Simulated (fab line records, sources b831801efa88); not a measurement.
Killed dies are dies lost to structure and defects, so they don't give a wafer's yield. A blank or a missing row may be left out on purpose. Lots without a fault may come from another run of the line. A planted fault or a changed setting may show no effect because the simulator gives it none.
fab line records | flow gf180mcu | part 2 of 2: steps 28 to 38 of 38
record lots=5 wafers=15 last_day=33
route steps=602 shown STI@5 DNWELL@32 NWELL@42
lots that met no fault: from a run of the same line without faults
start_h: hours from the record's first day to the start of the lot's first wafer shown | wait_h: hours since the lot's step before | " the same as in the row above | L1.1+2: a row that stands for several wafers | - no value, or no start given | * or withheld: withheld | < > ~ a bound
route shown NAME@n: a module of which the file shows steps, and the number in the route of the first | usual: mean/standard deviation of fault-free wafers | same: alike in all rows | chamber/n: place in a boat | sites: the reading at each site | _std_site: their standard deviation | _edge_site: outer sites' mean less inner sites' | radius_mm: how far each site lies from the wafer's centre | mask NAME#n: copy n | behind: the tool/chamber that last shaped the wafer | hold: why the lot was held/for how many hours/how that ended | device: the transistor (n, p or np) that didn't switch | end of line: the same wafers' tests at the end of the route | a step without rows: its recipe alone | killed: dies lost to structure and defects at the first sort, not the wafer's yield | map: a wafer's dies, x killed, . not, _ none there
set.NAME: the setting as run; set.NAME@STEP: as run at that earlier step | model.NAME: the simulator's own value behind a step, which no gauge read
lots at some steps of the route; a table a step, a row a wafer
services: from which hour (start_h, from the record's first day; less than 0 if before it) a tool's chamber was out of use, for how many hours, and why
## steps
# step GF_DNWELL_DEHYDRATE_00
# recipe temp_c=200 time_s=60
# usual exhaust_pa=45.0/0.88
# columns lot.wafer tool chamber start_h wait_h exhaust_pa
L074.2 litho_track-03 0 35.60 5.4 43.9
L074.4 " 0 " " 44.5
L074.5 " 0 " " 45.2
L075.2 litho_track-03 0 41.40 5.8 45.6
L075.3 " 0 " " 46.2
L075.5 " 0 " " 45.1
L080.2 litho_track-03 0 67.45 6.1 44.1
L080.3 " 0 " " 46.2
L080.4 " 0 " " 45.2
L083.2 litho_track-03 0 87.30 6.4 44.6
L083.5 " 0 " " 45.2
L083.6 " 0 " " 45.3
L092.2 litho_track-03 0 130.00 7.1 45.1
L092.5 " 0 " " 45.4
L092.6 " 0 " " 46.4
# step GF_DNWELL_HMDS_01
# recipe prime_time_s=60 prime_temp_c=120
# usual exhaust_pa=45.0/0.95
# columns lot.wafer tool chamber start_h wait_h exhaust_pa
L074.2 litho_track-03 0 35.75 0.1 46.6
L074.4 " 0 " " 46.7
L074.5 " 0 " " 47.6
L075.2 litho_track-03 0 41.55 0.1 45.6
L075.3 " 0 " " 46.8
L075.5 " 0 " " 46.2
L080.2 litho_track-03 0 67.60 0.1 44.8
L080.3 " 0 " " 45.7
L080.4 " 0 " " 43.8
L083.2 litho_track-03 0 87.45 0.1 44.4
L083.5 " 0 " " 43.6
L083.6 " 0 " " 43.1
L092.2 litho_track-03 0 130.15 0.1 44.3
L092.5 " 0 " " 45.4
L092.6 " 0 " " 45.8
# step GF_DNWELL_COAT_02
# recipe spin_rpm=2000 resist_thk_nm=3000
# usual exhaust_pa=44.9/0.95
# columns lot.wafer tool chamber start_h wait_h exhaust_pa
L074.2 litho_track-03 0 35.90 0.1 44.7
L074.4 " 0 " " 45.6
L074.5 " 0 " " 44.2
L075.2 litho_track-03 0 41.70 0.1 45.4
L075.3 " 0 " " 44.5
L075.5 " 0 " " 44.6
L080.2 litho_track-03 0 67.75 0.1 45.3
L080.3 " 0 " " 45.0
L080.4 " 0 " " 45.8
L083.2 litho_track-03 0 87.60 0.1 46.0
L083.5 " 0 " " 46.9
L083.6 " 0 " " 45.6
L092.2 litho_track-03 0 130.30 0.1 45.2
L092.5 " 0 " " 45.1
L092.6 " 0 " " 44.2
# step GF_DNWELL_SOFTBAKE_03
# recipe temp_c=110 time_s=withheld
# usual exhaust_pa=45.1/0.96
# columns lot.wafer tool chamber start_h wait_h exhaust_pa
L074.2 litho_track-03 0 36.06 0.1 46.0
L074.4 " 0 " " 45.4
L074.5 " 0 " " 45.9
L075.2 litho_track-03 0 41.86 0.1 45.5
L075.3 " 0 " " 44.5
L075.5 " 0 " " 45.7
L080.2 litho_track-03 0 67.91 0.1 46.1
L080.3 " 0 " " 46.5
L080.4 " 0 " " 46.3
L083.2 litho_track-03 0 87.76 0.1 45.0
L083.5 " 0 " " 46.2
L083.6 " 0 " " 46.4
L092.2 litho_track-03 0 130.46 0.1 44.5
L092.5 " 0 " " 45.0
L092.6 " 0 " " 44.7
# step GF_DNWELL_EXPOSE_04
# recipe mask_id=DNWELL target_cd_nm=1700 na=0.6 source_shape=conventional sigma_outer=0.6 dose_mj=260
# columns lot.wafer tool chamber start_h wait_h mask
L074.2+4+5 iline_stepper-01 0 - - DNWELL#0
L075.2+3+5 iline_stepper-02 0 - - DNWELL#0
L080.2+3+4 iline_stepper-02 0 - - DNWELL#0
L083.2+5+6 iline_stepper-01 0 - - DNWELL#0
L092.2+5+6 iline_stepper-01 0 - - DNWELL#0
# step GF_DNWELL_PEB_05
# recipe temp_c=115 time_s=withheld
# usual exhaust_pa=45.3/0.85
# columns lot.wafer tool chamber start_h wait_h exhaust_pa
L074.2 litho_track-01 0 - - 46.6
L074.4 " 0 " " 44.2
L074.5 " 0 " " 46.2
L075.2 litho_track-03 0 - - 45.2
L075.3 " 0 " " 44.8
L075.5 " 0 " " 44.1
L080.2 litho_track-03 0 - - 45.7
L080.3 " 0 " " 45.3
L080.4 " 0 " " 45.7
L083.2 litho_track-02 0 - - 45.4
L083.5 " 0 " " 45.6
L083.6 " 0 " " 45.5
L092.2 litho_track-01 0 - - 45.2
L092.5 " 0 " " 44.7
L092.6 " 0 " " 45.7
# step GF_DNWELL_DEVELOP_06
# recipe wall_angle_deg=90 develop_time_s=60 dev_temp_c=23
# usual exhaust_pa=44.9/1.1
# columns lot.wafer tool chamber start_h wait_h exhaust_pa
L074.2 litho_track-01 0 - - 43.8
L074.4 " 0 " " 45.5
L074.5 " 0 " " 44.7
L075.2 litho_track-03 0 - - 44.1
L075.3 " 0 " " 44.9
L075.5 " 0 " " 44.6
L080.2 litho_track-03 0 - - 44.4
L080.3 " 0 " " 45.5
L080.4 " 0 " " 45.0
L083.2 litho_track-02 0 - - 44.5
L083.5 " 0 " " 42.9
L083.6 " 0 " " 43.4
L092.2 litho_track-01 0 - - 43.1
L092.5 " 0 " " 43.9
L092.6 " 0 " " 43.7
# step GF_DNWELL_IMPLANT_07
# recipe species=P energy_kev=1500 dose_cm2=1e+13 tilt_deg=0
# usual beam_energy_keV=1500.0/0.49
# columns lot.wafer tool chamber start_h wait_h beam_energy_keV
L074.2 implanter-01 0 42.69 - 1500.4
L074.4 " 0 " " 1500.5
L074.5 " 0 " " 1499.6
L075.2 implanter-04 0 48.20 - 1500.2
L075.3 " 0 " " 1499.9
L075.5 " 0 " " 1500.1
L080.2 implanter-01 0 74.50 - 1500.1
L080.3 " 0 " " 1500.4
L080.4 " 0 " " 1499.8
L083.2 implanter-03 0 94.75 - 1499.4
L083.5 " 0 " " 1499.6
L083.6 " 0 " " 1500.2
L092.2 implanter-03 0 137.84 - 1499.3
L092.5 " 0 " " 1499.3
L092.6 " 0 " " 1499.6
# step GF_DNWELL_STRIP_08
# recipe chemistry=O2/N2 power_w=1400 pressure_mtorr=1500 platen_temp_c=250 o2_flow_sccm=3000 n2_flow_sccm=300 overash_fraction=0.5
# usual drypump_motor_current_A=5.3/0.45 heater_power_w=342/24 oes_product_au=0.723/0.0043 strip_time_to_endpoint_s=36.99/0.1
# columns lot.wafer tool chamber start_h wait_h drypump_motor_current_A heater_power_w oes_product_au rf_hours_counter_h strip_time_to_endpoint_s
L074.2 plasma_asher-03 1 42.82 0.1 4.7 343 0.723 34 36.89
L074.4 " 1 " " 4.6 346 0.718 - 36.96
L074.5 " 0 " " 5.6 342 0.722 - 36.95
L075.2 plasma_asher-02 1 48.32 0.1 5.8 378 0.725 42 36.92
L075.3 " 1 " " 5.8 384 0.720 - 36.90
L075.5 " 0 " " 6.1 333 0.719 - 36.98
L080.2 plasma_asher-03 0 74.62 0.1 5.7 357 0.723 37 36.90
L080.3 " 1 " " 4.6 343 0.726 - 36.92
L080.4 " 0 " " 5.7 338 0.722 - 36.95
L083.2 plasma_asher-01 1 94.88 0.1 5.3 309 0.724 31 36.90
L083.5 " 1 " " 5.3 303 0.721 - 36.95
L083.6 " 0 " " 5.2 367 0.722 - 36.87
L092.2 plasma_asher-01 0 137.97 0.1 5.2 374 0.728 36 37.01
L092.5 " 1 " " 5.3 310 0.724 - 37.02
L092.6 " 0 " " 5.2 363 0.724 - 37.04
# step GF_DNWELL_TW_MEAS_09
# usual DNWELL_TW=1350/9
# columns lot.wafer tool chamber start_h wait_h DNWELL_TW
L074.2 film_metro-02 - 42.93 0.1 1331
L074.4 " - " " 1342
L074.5 " - " " 1332
L075.2 film_metro-04 - 48.43 0.1 1358
L075.3 " - " " 1349
L075.5 " - " " 1353
L080.2 film_metro-04 - 74.73 0.1 1352
L080.3 " - " " 1351
L080.4 " - " " 1357
L083.2 film_metro-03 - 94.99 0.1 1348
L083.5 " - " " 1359
L083.6 " - " " 1354
L092.2 film_metro-04 - 138.08 0.1 1339
L092.5 " - " " 1342
L092.6 " - " " 1338
# step GF_NWELL_DEHYDRATE_00
# recipe temp_c=200 time_s=60
# usual exhaust_pa=44.9/0.87
# columns lot.wafer tool chamber start_h wait_h exhaust_pa
L074.2 litho_track-04 0 48.38 5.4 45.0
L074.4 " 0 " " 44.8
L074.5 " 0 " " 45.5
L075.2 litho_track-04 0 54.38 5.9 44.8
L075.3 " 0 " " 45.4
L075.5 " 0 " " 45.7
L080.2 litho_track-01 0 80.74 6.0 44.3
L080.3 " 0 " " 44.4
L080.4 " 0 " " 45.7
L083.2 litho_track-04 0 100.98 6.0 43.7
L083.5 " 0 " " 44.9
L083.6 " 0 " " 43.1
L092.2 litho_track-03 0 144.90 6.8 45.4
L092.5 " 0 " " 46.3
L092.6 " 0 " " 46.7
## services
# columns tool chamber start_h hours kind
cmp-01 - 2.33 4.6 pm
cmp-02 - 7.31 2.3 repair
cmp-02 - 13.02 5.1 repair
cmp-02 - 13.08 3.8 repair
furnace-01 - 24.20 3.2 pm
rie_si-01 2 25.82 4.5 repair
hdpcvd-01 - 27.95 0.6 repair
wet_bench-04 - 30.54 4.0 repair
cmp-02 - 64.09 4.0 pm
krf_scanner-01 - 69.49 3.6 pm
furnace-02 - 72.58 3.3 pm
rie_si-01 1 73.28 6.6 repair
krf_scanner-01 - 73.95 1.0 repair
furnace-02 - 80.69 5.9 pm
iline_stepper-01 - 91.23 4.4 pm
hdpcvd-01 1 91.95 4.4 repair
hdpcvd-01 0 99.87 17.5 repair
plasma_asher-03 - 108.75 9.0 pm
krf_scanner-01 - 112.51 0.8 pm
krf_scanner-01 - 122.85 1.3 pm
furnace-02 - 123.48 2.9 pm
cmp-02 - 127.01 3.8 pm
krf_scanner-01 - 127.09 1.0 pm
furnace-01 - 143.99 3.5 pm
